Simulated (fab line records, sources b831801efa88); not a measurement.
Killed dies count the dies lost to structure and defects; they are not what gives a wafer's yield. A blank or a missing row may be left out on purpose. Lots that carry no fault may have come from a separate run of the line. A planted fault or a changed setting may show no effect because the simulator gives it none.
fab line records	flow sky130
record: lots: 6	wafers: 18	last-day: 50
route steps=708 shown SD_P@327 RES_XHIGH@332 SD_N@342 SALICIDE@361 PAD_OPEN@708
lots untouched by any fault: they come from a run of this same line in which no faults occurred
start-h: hours from the record's opening day to when the first of the lot's shown wafers began	wait-h: hours elapsed since this lot's preceding step	" as in the row above	L1.1+2: several wafers, shown together as one row	- no value present, or no start provided	* or withheld: withheld	< > ~ a bound
route shown NAME@n: a module of which the file shows steps, and the number in the route of the first	usual: average and standard deviation across the fault-free wafers	same: alike in all rows	chamber/n: place in a boat	sites: the reading at each site	_std_site: their standard deviation	_edge_site: the outer-site mean with the inner-site mean subtracted	radius-mm: how far each site lies from the wafer's centre	mask NAME#n: copy n	behind: the last tool/chamber to shape the wafer	hold: cause of the lot's hold/its duration in hours/its outcome	device: the transistor (n, p or np) that didn't switch	end of line: at the end of the route, the tests of the same wafers	a step with no rows: only its recipe	killed: count of dies lost to structure and defects at first sort (not the wafer's yield)	map: the dies of a wafer, with x for killed, . for not killed, _ for no die there
set.NAME: setting as actually run; set.NAME@STEP: the setting as run at that earlier step	model.NAME: the simulator's own value behind a step, which no gauge read
certain route steps with their lots: each step a table, each wafer a row
services: from which hour (start-h, from the record's first day; less than 0 if before it) a tool's chamber was out of use, for how many hours, and why
== steps ==
step: SKY_SD_P_CD_MEAS_07
recipe: target-cd-nm: 380
usual: cd-nm: 379.6/2.9
lot.wafer	tool	chamber	start-h	wait-h	cd-nm
L408.1	cd-sem-02	-	603.43	0.1	377.3
L408.5	"	-	"	"	379.7
L408.6	"	-	"	"	377.1
L415.1	cd-sem-02	-	676.63	0.1	384.2
L415.5	"	-	"	"	384.4
L415.6	"	-	"	"	384.7
L417.2	cd-sem-02	-	681.86	0.1	377.0
L417.3	"	-	"	"	378.0
L417.5	"	-	"	"	378.3
L426.3	cd-sem-01	-	772.45	0.1	379.3
L426.5	"	-	"	"	376.3
L426.6	"	-	"	"	378.9
L428.1	cd-sem-02	-	773.84	0.1	379.8
L428.4	"	-	"	"	379.1
L428.5	"	-	"	"	379.4
L427.4	cd-sem-01	-	779.37	0.1	378.5
L427.5	"	-	"	"	378.5
L427.6	"	-	"	"	376.9
step: SKY_SD_P_OVL_MEAS_08
usual: SD_P_OVL: -0.7/1.2
lot.wafer	tool	chamber	start-h	wait-h	SD_P_OVL[nm]
L408.1	overlay-01	-	603.55	0.1	-1.1
L408.5	"	-	"	"	0.0
L408.6	"	-	"	"	-1.2
L415.1	overlay-02	-	676.75	0.1	-1.4
L415.5	"	-	"	"	-0.8
L415.6	"	-	"	"	1.1
L417.2	overlay-01	-	681.96	0.1	1.6
L417.3	"	-	"	"	-0.3
L417.5	"	-	"	"	0.8
L426.3	overlay-01	-	772.54	0.1	-2.2
L426.5	"	-	"	"	-0.7
L426.6	"	-	"	"	-0.3
L428.1	overlay-01	-	773.96	0.1	-1.6
L428.4	"	-	"	"	-1.5
L428.5	"	-	"	"	-1.2
L427.4	overlay-02	-	779.45	0.1	-2.4
L427.5	"	-	"	"	-1.5
L427.6	"	-	"	"	-1.3
step: SKY_SD_P_IMPLANT_09
recipe: species: BF2	energy-kev: 20	dose-cm2: 3e+15	tilt-deg: 0
step: SKY_SD_P_STRIP_10
recipe: chemistry: O2/N2	power-w: 1400	pressure-mtorr: 1500	platen-temp-c: withheld	o2-flow-sccm: 3000	n2-flow-sccm: 300	overash-fraction: 0.5
usual: drypump-motor-current-A: 5.7/0.34	o2-flow-sccm: 3000/9.3	oes-product-au: 0.618/0.0048	strip-time-to-endpoint-s: 17.51/0.039
lot.wafer	tool	chamber	start-h	wait-h	drypump-motor-current-A	o2-flow-sccm	oes-product-au	rf-hours-counter-h	strip-time-to-endpoint-s
L408.1	plasma-asher-02	1	603.74	0.1	5.6	2987	0.620	49	17.50
L408.5	"	1	"	"	5.6	2990	0.617	-	17.46
L408.6	"	0	"	"	4.9	2996	0.618	-	17.49
L415.1	plasma-asher-03	0	676.94	0.1	5.5	3011	0.618	83	17.59
L415.5	"	0	"	"	5.5	3012	0.618	-	17.56
L415.6	"	1	"	"	5.8	3006	0.618	-	17.55
L417.2	plasma-asher-04	0	682.14	0.1	6.1	3011	0.624	100	17.56
L417.3	"	0	"	"	6.1	3004	0.626	-	17.56
L417.5	"	1	"	"	6.0	3000	0.618	-	17.51
L426.3	plasma-asher-03	0	772.75	0.1	5.5	2986	0.615	-	17.49
L426.5	"	0	"	"	5.5	2989	0.619	-	17.50
L426.6	"	1	"	"	5.8	3005	0.612	-	17.47
L428.1	plasma-asher-03	1	774.14	0.1	5.8	3027	0.617	93	17.43
L428.4	"	0	"	"	5.5	3008	0.615	-	17.47
L428.5	"	1	"	"	5.7	3009	0.613	-	17.50
L427.4	plasma-asher-04	0	779.65	0.1	6.1	2984	0.609	-	17.44
L427.5	"	0	"	"	6.1	2999	0.625	-	17.51
L427.6	"	1	"	"	6.0	3005	0.621	-	17.48
step: SKY_SD_P_TW_MEAS_11
usual: SD_P_TW: 2821/17
lot.wafer	tool	chamber	start-h	wait-h	SD_P_TW
L408.1	film-metro-02	-	603.84	0.1	2833
L408.5	"	-	"	"	2818
L408.6	"	-	"	"	2842
L415.1	film-metro-03	-	677.04	0.1	2831
L415.5	"	-	"	"	2806
L415.6	"	-	"	"	2805
L417.2	film-metro-02	-	682.25	0.1	2813
L417.3	"	-	"	"	2830
L417.5	"	-	"	"	2818
L426.3	film-metro-02	-	772.84	0.1	2820
L426.5	"	-	"	"	2827
L426.6	"	-	"	"	2824
L428.1	film-metro-04	-	774.24	0.1	2821
L428.4	"	-	"	"	2809
L428.5	"	-	"	"	2812
L427.4	film-metro-02	-	779.75	0.1	2815
L427.5	"	-	"	"	2836
L427.6	"	-	"	"	2830
step: SKY_RES_XHIGH_DEHYDRATE_00
recipe: temp-c: 200	time-s: 60
step: SKY_RES_XHIGH_HMDS_01
recipe: prime-time-s: 60	prime-temp-c: 120
step: SKY_RES_XHIGH_COAT_02
recipe: resist: NOVOLAK	spin-rpm: 3000	resist-thk-nm: 1140
step: SKY_RES_XHIGH_SOFTBAKE_03
recipe: temp-c: 90	time-s: 60	resist: NOVOLAK
step: SKY_RES_XHIGH_EXPOSE_04
recipe: mask-id: URPM	na: 0.6	source-shape: conventional	sigma-outer: 0.6	polarization: unpolarized	target-cd-nm: 1270	dose-mj: 140
step: SKY_RES_XHIGH_PEB_05
recipe: temp-c: withheld	time-s: *	resist: NOVOLAK
step: SKY_RES_XHIGH_DEVELOP_06
recipe: resist: NOVOLAK	developer: TMAH	develop-time-s: 60	dev-temp-c: 23
step: SKY_RES_XHIGH_IMPLANT_07
recipe: species: BF2	energy-kev: 20	dose-cm2: 3.6e+14	tilt-deg: 0
usual: dose-ions-cm2: 3.6e+14/4.6e+11	faraday-current-uA: 536/64
lot.wafer	tool	chamber	start-h	wait-h	dose-ions-cm2	faraday-current-uA
L408.1	implanter-02	0	632.37	0.1	3.601e+14	505
L408.5	"	0	"	"	3.6e+14	491
L408.6	"	0	"	"	3.596e+14	496
L415.1	implanter-03	0	704.41	0.1	4.011e+14	619
L415.5	"	0	"	"	4.015e+14	623
L415.6	"	0	"	"	4.02e+14	637
L417.2	implanter-03	0	709.51	0.1	4.023e+14	629
L417.3	"	0	"	"	4.015e+14	648
L417.5	"	0	"	"	4.016e+14	625
L426.3	implanter-04	0	798.38	0.1	3.595e+14	479
L426.5	"	0	"	"	3.608e+14	485
L426.6	"	0	"	"	3.6e+14	477
L428.1	implanter-03	0	800.09	0.1	3.593e+14	624
L428.4	"	0	"	"	3.609e+14	608
L428.5	"	0	"	"	3.606e+14	621
L427.4	implanter-04	0	805.76	0.1	3.597e+14	490
L427.5	"	0	"	"	3.598e+14	489
L427.6	"	0	"	"	3.598e+14	487
step: SKY_RES_XHIGH_STRIP_08
recipe: chemistry: O2/N2	power-w: 1400	pressure-mtorr: 1500	platen-temp-c: withheld	o2-flow-sccm: 3000	n2-flow-sccm: 300	overash-fraction: 0.5
usual: drypump-motor-current-A: 5.3/0.34	o2-flow-sccm: 2999/9.2	oes-product-au: 0.711/0.004	strip-time-to-endpoint-s: 14.29/0.038
lot.wafer	tool	chamber	start-h	wait-h	drypump-motor-current-A	o2-flow-sccm	oes-product-au	rf-hours-counter-h	strip-time-to-endpoint-s
L408.1	plasma-asher-03	0	632.52	0.1	5.5	3009	0.708	79	14.31
L408.5	"	1	"	"	5.8	3010	0.712	-	14.27
L408.6	"	0	"	"	5.5	3011	0.706	-	14.26
L415.1	plasma-asher-02	1	704.56	0.1	5.6	2987	0.712	59	14.40
L415.5	"	1	"	"	5.6	2995	0.707	-	14.43
L415.6	"	0	"	"	5.0	2987	0.714	-	14.47
L417.2	plasma-asher-03	1	709.64	0.1	5.8	3000	0.717	86	14.38
L417.3	"	1	"	"	5.8	3001	0.710	-	14.35
L417.5	"	0	"	"	5.5	2995	0.708	-	14.31
L426.3	plasma-asher-01	0	798.51	0.1	4.8	3006	0.704	-	14.27
L426.5	"	1	"	"	5.3	2988	0.711	-	14.21
L426.6	"	0	"	"	4.8	2996	0.712	-	14.24
L428.1	plasma-asher-03	1	800.24	0.1	5.8	2976	0.708	95	14.27
L428.4	"	1	"	"	5.8	2997	0.711	-	14.22
L428.5	"	1	"	"	5.8	2993	0.713	-	14.22
L427.4	plasma-asher-01	1	805.87	0.1	5.3	2994	0.706	-	14.32
L427.5	"	0	"	"	4.8	3007	0.708	-	14.28
L427.6	"	1	"	"	5.3	3003	0.708	-	14.29
step: SKY_RES_XHIGH_TW_MEAS_09
usual: RES_XHIGH_TW: 1639/13
lot.wafer	tool	chamber	start-h	wait-h	RES_XHIGH_TW
L408.1	film-metro-03	-	632.62	0.1	1639
L408.5	"	-	"	"	1627
L408.6	"	-	"	"	1628
L415.1	film-metro-02	-	704.66	0.1	1692
L415.5	"	-	"	"	1696
L415.6	"	-	"	"	1707
L417.2	film-metro-04	-	709.75	0.1	1696
L417.3	"	-	"	"	1686
L417.5	"	-	"	"	1680
L426.3	film-metro-02	-	798.60	0.1	1656
L426.5	"	-	"	"	1671
L426.6	"	-	"	"	1662
L428.1	film-metro-02	-	800.34	0.1	1660
L428.4	"	-	"	"	1658
L428.5	"	-	"	"	1648
L427.4	film-metro-02	-	805.97	0.1	1649
L427.5	"	-	"	"	1655
L427.6	"	-	"	"	1655
step: SKY_SD_N_DEHYDRATE_00
recipe: temp-c: 200	time-s: 60
step: SKY_SD_N_HMDS_01
recipe: prime-time-s: 60	prime-temp-c: 120
step: SKY_SD_N_COAT_02
recipe: resist: NOVOLAK	spin-rpm: 3000	resist-thk-nm: 1140
step: SKY_SD_N_SOFTBAKE_03
recipe: temp-c: 90	time-s: 60	resist: NOVOLAK
step: SKY_SD_N_EXPOSE_04
recipe: mask-id: NSDM	na: 0.6	source-shape: conventional	sigma-outer: 0.6	polarization: unpolarized	target-cd-nm: 380	dose-mj: 141
step: SKY_SD_N_PEB_05
recipe: temp-c: withheld	time-s: *	resist: NOVOLAK
step: SKY_SD_N_DEVELOP_06
recipe: resist: NOVOLAK	developer: TMAH	develop-time-s: 60	dev-temp-c: 23
step: SKY_SD_N_CD_MEAS_07
recipe: target-cd-nm: 380
usual: cd-nm: 381.0/1.5
lot.wafer	tool	chamber	start-h	wait-h	cd-nm
L408.1	cd-sem-01	-	660.93	0.1	380.0
L408.5	"	-	"	"	379.7
L408.6	"	-	"	"	377.8
L415.1	cd-sem-01	-	731.49	0.1	381.6
L415.5	"	-	"	"	379.6
L415.6	"	-	"	"	381.2
L417.2	cd-sem-01	-	737.09	0.2	379.7
L417.3	"	-	"	"	381.9
L417.5	"	-	"	"	379.8
L426.3	cd-sem-01	-	825.43	0.1	383.5
L426.5	"	-	"	"	385.3
L426.6	"	-	"	"	384.3
L428.1	cd-sem-02	-	826.36	0.3	380.6
L428.4	"	-	"	"	381.5
L428.5	"	-	"	"	382.2
L427.4	cd-sem-02	-	831.90	0.1	382.1
L427.5	"	-	"	"	381.8
L427.6	"	-	"	"	381.0
step: SKY_SD_N_OVL_MEAS_08
usual: SD_N_OVL: 0.7/1.1
lot.wafer	tool	chamber	start-h	wait-h	SD_N_OVL[nm]
L408.1	overlay-01	-	661.05	0.1	1.5
L408.5	"	-	"	"	0.6
L408.6	"	-	"	"	0.0
L415.1	overlay-02	-	731.61	0.1	2.5
L415.5	"	-	"	"	0.8
L415.6	"	-	"	"	0.9
L417.2	overlay-02	-	737.20	0.1	0.5
L417.3	"	-	"	"	2.0
L417.5	"	-	"	"	1.3
L426.3	overlay-01	-	825.52	0.1	1.7
L426.5	"	-	"	"	0.5
L426.6	"	-	"	"	2.5
L428.1	overlay-01	-	826.48	0.1	1.0
L428.4	"	-	"	"	0.2
L428.5	"	-	"	"	1.4
L427.4	overlay-01	-	831.97	0.1	0.4
L427.5	"	-	"	"	-0.5
L427.6	"	-	"	"	0.0
step: SKY_SD_N_IMPLANT_09
recipe: species: As	energy-kev: 50	dose-cm2: 4e+15	tilt-deg: 0
step: SKY_SD_N_IMPLANT_10
recipe: species: P	energy-kev: 20	dose-cm2: 1e+14	tilt-deg: 0
step: SKY_SD_N_STRIP_11
recipe: chemistry: O2/N2	power-w: 1400	pressure-mtorr: 1500	platen-temp-c: withheld	o2-flow-sccm: 3000	n2-flow-sccm: 300	overash-fraction: 0.5
usual: drypump-motor-current-A: 5.6/0.38	o2-flow-sccm: 2997/8.1	oes-product-au: 0.527/0.0046	strip-time-to-endpoint-s: 22.56/0.04
lot.wafer	tool	chamber	start-h	wait-h	drypump-motor-current-A	o2-flow-sccm	oes-product-au	rf-hours-counter-h	strip-time-to-endpoint-s
L408.1	plasma-asher-03	0	661.39	0.1	5.5	3000	0.533	82	22.57
L408.5	"	1	"	"	5.7	2997	0.522	-	22.58
L408.6	"	0	"	"	5.5	2980	0.532	-	22.57
L415.1	plasma-asher-04	1	731.94	0.1	6.0	3000	0.525	105	22.50
L415.5	"	0	"	"	6.1	2975	0.532	-	22.50
L415.6	"	1	"	"	6.0	2991	0.532	-	22.56
L417.2	plasma-asher-01	0	737.53	0.1	4.8	2995	0.526	31	22.66
L417.3	"	1	"	"	5.3	3006	0.513	-	22.65
L417.5	"	1	"	"	5.3	3006	0.531	-	22.60
L426.3	plasma-asher-04	1	825.88	0.1	6.0	2993	0.525	-	22.56
L426.5	"	0	"	"	6.1	2987	0.529	-	22.63
L426.6	"	1	"	"	6.0	2998	0.530	-	22.53
L428.1	plasma-asher-03	0	826.82	0.1	5.5	3002	0.528	98	22.63
L428.4	"	1	"	"	5.8	2998	0.530	-	22.61
L428.5	"	1	"	"	5.7	3001	0.527	-	22.56
L427.4	plasma-asher-01	1	832.33	0.1	5.3	3014	0.520	-	22.58
L427.5	"	0	"	"	4.8	3005	0.521	-	22.57
L427.6	"	1	"	"	5.3	3001	0.527	-	22.53
step: SKY_SD_N_TW_MEAS_12
usual: SD_N_TW: 3985/32
lot.wafer	tool	chamber	start-h	wait-h	SD_N_TW
L408.1	film-metro-02	-	661.49	0.1	4026
L408.5	"	-	"	"	4010
L408.6	"	-	"	"	4026
L415.1	film-metro-03	-	732.04	0.1	3973
L415.5	"	-	"	"	3973
L415.6	"	-	"	"	3989
L417.2	film-metro-02	-	737.64	0.1	3985
L417.3	"	-	"	"	3983
L417.5	"	-	"	"	4000
L426.3	film-metro-03	-	825.96	0.1	3984
L426.5	"	-	"	"	3990
L426.6	"	-	"	"	4003
L428.1	film-metro-04	-	826.92	0.1	3942
L428.4	"	-	"	"	3950
L428.5	"	-	"	"	3957
L427.4	film-metro-02	-	832.42	0.1	4061
L427.5	"	-	"	"	4022
L427.6	"	-	"	"	4039
step: SKY_SD_N_CLEAN_13
recipe: chemistry: SC1/SC2	mix: 1:4:20	temp-c: 70	time-s: 150	dry: n2-spin
step: SKY_SD_N_RTA_14
recipe: temp-c: 1075	time-s: 2	idle-temp-c: 650	ramp-up-c-per-s: 150	ramp-down-c-per-s: 90	ambient: N2
usual: anneal-temp-c-max: 1079.7/1.2	lamp-power-pct: 15.74/0.058	ramp-down-c-per-s: 89.997/0.016	wafer_temp_C_max: 1078.2/1.3
lot.wafer	tool	chamber	start-h	wait-h	anneal-temp-c-max	lamp-power-pct	ramp-down-c-per-s	wafer_temp_C_max
L408.1	rtp-anneal-02	0	661.60	0.0	1079.2	15.79	89.998	1078.3
L408.5	"	0	"	"	1082.1	15.80	89.985	1077.1
L408.6	"	0	"	"	1081.7	15.70	89.980	1077.8
L415.1	rtp-anneal-02	0	732.15	0.0	1082.8	15.69	89.966	1077.1
L415.5	"	0	"	"	1079.5	15.69	89.992	1076.9
L415.6	"	0	"	"	1080.6	15.77	90.012	1079.0
L417.2	rtp-anneal-01	0	737.75	0.0	1080.2	15.78	89.981	1080.2
L417.3	"	0	"	"	1078.6	15.79	90.007	1078.3
L417.5	"	0	"	"	1079.0	15.78	89.997	1078.3
L426.3	rtp-anneal-02	0	826.07	0.0	1080.0	15.80	90.003	1078.2
L426.5	"	0	"	"	1081.0	15.82	90.010	1077.1
L426.6	"	0	"	"	1080.3	15.77	90.006	1077.2
L428.1	rtp-anneal-01	0	827.03	0.0	1078.8	15.76	89.980	1079.0
L428.4	"	0	"	"	1078.6	15.73	89.996	1078.4
L428.5	"	0	"	"	1078.7	15.66	90.017	1079.4
L427.4	rtp-anneal-02	0	832.53	0.0	1081.8	15.75	90.008	1081.8
L427.5	"	0	"	"	1078.8	15.70	89.980	1077.8
L427.6	"	0	"	"	1080.1	15.79	90.013	1076.9
step: SKY_SD_N_RS_MEAS_16
recipe: thk-meas-gauge: four-point-probe
usual: SD_N_RS: 68.62/0.11
lot.wafer	tool	chamber	start-h	wait-h	SD_N_RS[ohm/sq]
L408.1	film-metro-02	-	661.78	0.1	68.69
L408.5	"	-	"	"	68.61
L408.6	"	-	"	"	68.61
L415.1	film-metro-04	-	732.32	0.1	68.55
L415.5	"	-	"	"	68.58
L415.6	"	-	"	"	68.78
L417.2	film-metro-03	-	737.93	0.1	68.48
L417.3	"	-	"	"	68.47
L417.5	"	-	"	"	68.63
L426.3	film-metro-03	-	826.27	0.1	68.72
L426.5	"	-	"	"	68.75
L426.6	"	-	"	"	68.69
L428.1	film-metro-04	-	827.21	0.1	68.52
L428.4	"	-	"	"	68.58
L428.5	"	-	"	"	68.64
L427.4	film-metro-04	-	832.74	0.1	68.63
L427.5	"	-	"	"	68.57
L427.6	"	-	"	"	68.72
step: SKY_SD_N_RS_MEAS_17
recipe: thk-meas-gauge: four-point-probe
usual: SD_P_RS: 147.2/0.38
lot.wafer	tool	chamber	start-h	wait-h	SD_P_RS[ohm/sq]
L408.1	film-metro-02	-	661.90	0.1	147.1
L408.5	"	-	"	"	147.1
L408.6	"	-	"	"	147.0
L415.1	film-metro-04	-	732.44	0.1	147.8
L415.5	"	-	"	"	147.6
L415.6	"	-	"	"	147.6
L417.2	film-metro-03	-	738.05	0.1	147.0
L417.3	"	-	"	"	147.2
L417.5	"	-	"	"	147.3
L426.3	film-metro-03	-	826.39	0.1	147.1
L426.5	"	-	"	"	146.8
L426.6	"	-	"	"	147.5
L428.1	film-metro-04	-	827.33	0.1	147.1
L428.4	"	-	"	"	147.0
L428.5	"	-	"	"	147.6
L427.4	film-metro-04	-	832.86	0.1	147.8
L427.5	"	-	"	"	147.6
L427.6	"	-	"	"	147.8
step: SKY_SD_N_RS_MEAS_18
recipe: thk-meas-gauge: four-point-probe
usual: RES_XHIGH_RS: 333.6/1.1
lot.wafer	tool	chamber	start-h	wait-h	RES_XHIGH_RS[ohm/sq]
L408.1	film-metro-02	-	662.02	0.1	332.8
L408.5	"	-	"	"	334.4
L408.6	"	-	"	"	333.6
L415.1	film-metro-04	-	732.56	0.1	305.4
L415.5	"	-	"	"	305.7
L415.6	"	-	"	"	303.8
L417.2	film-metro-03	-	738.17	0.1	304.5
L417.3	"	-	"	"	304.3
L417.5	"	-	"	"	304.9
L426.3	film-metro-03	-	826.51	0.1	332.2
L426.5	"	-	"	"	332.1
L426.6	"	-	"	"	331.3
L428.1	film-metro-04	-	827.45	0.1	332.0
L428.4	"	-	"	"	332.4
L428.5	"	-	"	"	332.2
L427.4	film-metro-04	-	832.98	0.1	332.6
L427.5	"	-	"	"	334.1
L427.6	"	-	"	"	334.8
step: SKY_SALICIDE_CLEAN_00
recipe: chemistry: HF-last	time-s: 30	dilution: 100:1	dry: ipa-marangoni
step: SKY_PAD_OPEN_PROBE_99
usual: killed_at_M0_to_M3: 44/7	killed_at_M4_up: 3.0/1.9	killed-at-contacts: 24/5.4	killed-at-front-end: 15/4.6	killed-at-other: 0.3/0.5	killed-dies: 87/10	killed-open: 47/7	killed-short: 40/6.2
same: gross-dies: 492	killed-at-back-side: 0
lot.wafer	tool	chamber	start-h	wait-h	killed_at_M0_to_M3	killed_at_M4_up	killed-at-contacts	killed-at-front-end	killed-at-other	killed-dies	killed-open	killed-short	model.etest.res-xhigh-po.line-ohm-um	model.etest.res-xhigh-po.rs-ohm-sq
L408.1	prober-01	-	1085.15	0.1	38	5	28	19	0	90	51	39	5945	2056
L408.5	prober-01	-	1085.35	0.2	47	5	25	13	0	90	52	38	5670	1976
L408.6	prober-01	-	1085.40	0.2	54	1	29	12	0	96	52	44	5620	1978
L415.1	prober-01	-	1138.62	0.1	41	4	30	13	0	88	45	43	4738	1634
L415.5	prober-01	-	1138.82	0.2	46	3	30	13	0	92	51	41	4694	1620
L415.6	prober-01	-	1138.87	0.2	50	2	29	9	1	91	50	41	4713	1639
L417.2	prober-02	-	1140.70	0.1	37	3	25	19	0	84	47	37	4843	1661
L417.3	prober-02	-	1140.75	0.2	48	4	26	26	0	104	62	42	4742	1650
L417.5	prober-02	-	1140.85	0.2	48	4	19	29	0	100	50	50	4883	1712
L428.1	prober-02	-	1197.22	0.1	58	8	33	11	1	111	52	59	5716	2019
L428.4	prober-02	-	1197.37	0.2	43	0	21	23	0	87	41	46	5736	2002
L428.5	prober-02	-	1197.42	0.2	51	1	19	12	0	83	46	37	5678	1976
L426.3	prober-01	-	1198.41	0.2	45	3	24	15	0	87	46	41	5656	1950
L426.5	prober-01	-	1198.51	0.2	40	1	26	10	1	78	45	33	5658	1984
L426.6	prober-01	-	1198.56	0.2	45	0	22	16	0	83	38	45	5571	1972
L427.4	prober-02	-	1201.68	0.2	42	3	23	11	0	79	49	30	5591	1982
L427.5	prober-02	-	1201.73	0.2	44	2	28	15	1	90	41	49	5770	2049
L427.6	prober-02	-	1201.78	0.2	35	2	20	11	1	69	36	33	5893	2052
killed by level:class
L408.1 LI_CONTACT:geometric-particle:open=11 METAL2:geometric-particle:short=10 CONTACT:geometric-particle:open=8 FIELD_ISO:geometric-particle:short=5 VIA1:geometric-particle:open=5 VIA2:geometric-particle:open=5 FIELD_ISO:geometric-particle:open=4 SPACER:geometric-particle:open=4
L408.5 VIA1:geometric-particle:open=13 LI_CONTACT:geometric-particle:open=10 CONTACT:geometric-particle:open=8 METAL1:geometric-particle:short=7 VIA3:geometric-particle:open=6 METAL4:geometric-particle:short=5 METAL2:geometric-particle:short=4 VIA2:geometric-particle:open=4
L408.6 CONTACT:geometric-particle:open=12 METAL1:geometric-particle:short=12 VIA3:geometric-particle:open=10 VIA1:geometric-particle:open=9 LI_CONTACT:geometric-particle:open=7 VIA2:geometric-particle:open=7 LOCAL_INTERCONNECT:geometric-particle:short=5 VIA1:geometric-particle:short=5
L415.1 CONTACT:geometric-particle:open=12 VIA1:geometric-particle:open=7 CONTACT:geometric-particle:short=6 VIA3:geometric-particle:open=6 POLY_GATE:geometric-particle:open=5 LI_CONTACT:geometric-particle:open=5 METAL1:geometric-particle:short=5 VIA2:geometric-particle:short=5
L415.5 VIA1:geometric-particle:open=11 CONTACT:geometric-particle:open=9 METAL1:geometric-particle:short=9 POLY_GATE:geometric-particle:open=7 LI_CONTACT:geometric-particle:open=7 LOCAL_INTERCONNECT:geometric-particle:short=5 CONTACT:geometric-particle:short=5 VIA1:geometric-particle:short=4
L415.6 CONTACT:geometric-particle:open=12 VIA3:geometric-particle:open=9 VIA1:geometric-particle:open=8 LI_CONTACT:geometric-particle:open=7 METAL1:geometric-particle:short=7 CONTACT:geometric-particle:short=6 VIA1:geometric-particle:short=6 VIA2:geometric-particle:open=6
L417.2 CONTACT:geometric-particle:open=9 VIA1:geometric-particle:open=8 CONTACT:geometric-particle:short=6 VIA2:geometric-particle:open=6 VIA3:geometric-particle:open=5 FIELD_ISO:geometric-particle:short=4 POLY_GATE:geometric-particle:short=4 SPACER:geometric-particle:open=4
L417.3 VIA1:geometric-particle:open=12 VIA2:geometric-particle:open=9 LI_CONTACT:geometric-particle:open=8 CONTACT:geometric-particle:open=8 POLY_GATE:geometric-particle:open=6 POLY_GATE:geometric-particle:short=6 FIELD_ISO:geometric-particle:open=5 CONTACT:geometric-particle:short=5
L417.5 VIA1:geometric-particle:open=10 CONTACT:geometric-particle:open=8 FIELD_ISO:geometric-particle:short=7 VIA3:geometric-particle:open=7 POLY_GATE:geometric-particle:open=6 VIA1:geometric-particle:short=6 VIA2:geometric-particle:short=6 FIELD_ISO:geometric-particle:open=5
L428.1 VIA1:geometric-particle:open=13 METAL2:geometric-particle:short=13 LI_CONTACT:geometric-particle:open=12 CONTACT:geometric-particle:short=9 CONTACT:geometric-particle:open=8 VIA1:geometric-particle:short=8 METAL4:geometric-particle:short=6 FIELD_ISO:geometric-particle:short=4
L428.4 VIA1:geometric-particle:open=9 FIELD_ISO:geometric-particle:short=7 CONTACT:geometric-particle:open=7 POLY_GATE:geometric-particle:short=5 METAL2:geometric-particle:short=5 VIA3:geometric-particle:short=5 FIELD_ISO:geometric-particle:open=4 POLY_GATE:geometric-particle:open=4
L428.5 VIA1:geometric-particle:open=11 CONTACT:geometric-particle:open=9 VIA3:geometric-particle:open=6 METAL1:geometric-particle:short=6 VIA2:geometric-particle:open=6 LI_CONTACT:geometric-particle:open=5 METAL2:geometric-particle:short=5 FIELD_ISO:geometric-particle:open=4
L426.3 VIA1:geometric-particle:open=13 LOCAL_INTERCONNECT:geometric-particle:short=7 LI_CONTACT:geometric-particle:open=6 CONTACT:geometric-particle:open=6 VIA1:geometric-particle:short=6 METAL2:geometric-particle:short=6 METAL1:geometric-particle:short=5 VIA3:geometric-particle:open=5
L426.5 VIA1:geometric-particle:open=12 LI_CONTACT:geometric-particle:open=8 LI_CONTACT:geometric-particle:short=7 CONTACT:geometric-particle:open=6 METAL1:geometric-particle:short=6 VIA2:geometric-particle:open=5 FIELD_ISO:geometric-particle:open=4 METAL2:geometric-particle:short=4
L426.6 VIA1:geometric-particle:open=10 CONTACT:geometric-particle:open=10 FIELD_ISO:geometric-particle:short=9 METAL1:geometric-particle:short=6 VIA3:geometric-particle:open=6 METAL2:geometric-particle:short=5 LI_CONTACT:geometric-particle:short=4 CONTACT:geometric-particle:short=4
L427.4 VIA1:geometric-particle:open=11 LOCAL_INTERCONNECT:geometric-particle:short=7 VIA3:geometric-particle:open=7 VIA2:geometric-particle:open=6 CONTACT:geometric-particle:open=6 METAL2:geometric-particle:short=6 LI_CONTACT:geometric-particle:open=5 FIELD_ISO:geometric-particle:short=3
L427.5 VIA1:geometric-particle:open=11 CONTACT:geometric-particle:short=9 CONTACT:geometric-particle:open=7 VIA2:geometric-particle:open=6 METAL2:geometric-particle:short=6 LOCAL_INTERCONNECT:geometric-particle:short=5 VIA1:geometric-particle:short=5 FIELD_ISO:geometric-particle:short=4
L427.6 CONTACT:geometric-particle:open=9 VIA1:geometric-particle:open=7 VIA2:geometric-particle:open=7 METAL1:geometric-particle:short=5 VIA3:geometric-particle:short=5 LI_CONTACT:geometric-particle:open=4 LOCAL_INTERCONNECT:geometric-particle:short=4 VIA2:geometric-particle:short=4
== services ==
tool	chamber	start-h	hours	kind
plasma-asher-02	-	595.70	1.3	repair
rtp-anneal-02	-	599.66	7.4	pm
implanter-03	-	616.13	2.7	pm
implanter-04	-	633.61	85.5	pm
implanter-02	-	638.65	0.9	repair
plasma-asher-04	-	644.00	2.8	pm
implanter-03	-	670.48	6.1	repair
plasma-asher-03	-	681.79	2.5	repair
rtp-anneal-02	-	706.59	0.9	pm
implanter-02	-	716.81	0.5	repair
implanter-02	-	725.87	3.5	pm
plasma-asher-04	-	733.75	9.0	pm
plasma-asher-04	0	733.75	9.0	vent-cycle
plasma-asher-04	1	733.75	9.0	vent-cycle
plasma-asher-04	0	742.75	-	clean
plasma-asher-04	1	742.75	-	clean
implanter-04	-	751.24	1.5	repair
plasma-asher-02	-	751.82	0.6	repair
plasma-asher-03	-	768.52	0.8	repair
implanter-02	-	798.43	11.4	repair
== key ==
first-sign: step: SKY_RES_XHIGH_IMPLANT_07	reading: dose-ions-cm2	direction: up	sigmas: 90	usual: *	struck: *
effect: step: SKY_RES_XHIGH_STRIP_08	reading: strip-time-to-endpoint-s	direction: up	sigmas: 2.8	usual: *	struck: *
effect: step: SKY_RES_XHIGH_TW_MEAS_09	reading: RES_XHIGH_TW	direction: up	sigmas: 4.1	usual: 1639	struck: 1693
effect: step: SKY_SD_N_RS_MEAS_18	reading: RES_XHIGH_RS	direction: down	sigmas: 26	usual: 333.6	struck: 304.8
model-effect: step: SKY_PAD_OPEN_PROBE_99	value: etest.res-xhigh-po.line-ohm-um	without: 5847	struck: 4769
met-at SKY_RES_XHIGH_IMPLANT_07
struck-wafers L415.1,L415.5,L415.6,L417.2,L417.3,L417.5
tester-left-out L415,L417
fault: kind: process-parameter-drift	tool: implanter-03	chamber: -	onset-h: 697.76	steps: SKY_RES_XHIGH_IMPLANT_07	channel: dose-cm2	offset: *	shape: step	end-h: 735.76	acts-in: *	stated: *
tester-left-out: of these lots the tester's yield and bins aren't shown, on N5 and GAA mostly nor the transistor test; their killed dies are dies lost to structure and defects alone, not to doping, threshold or leakage, so they don't give the yield
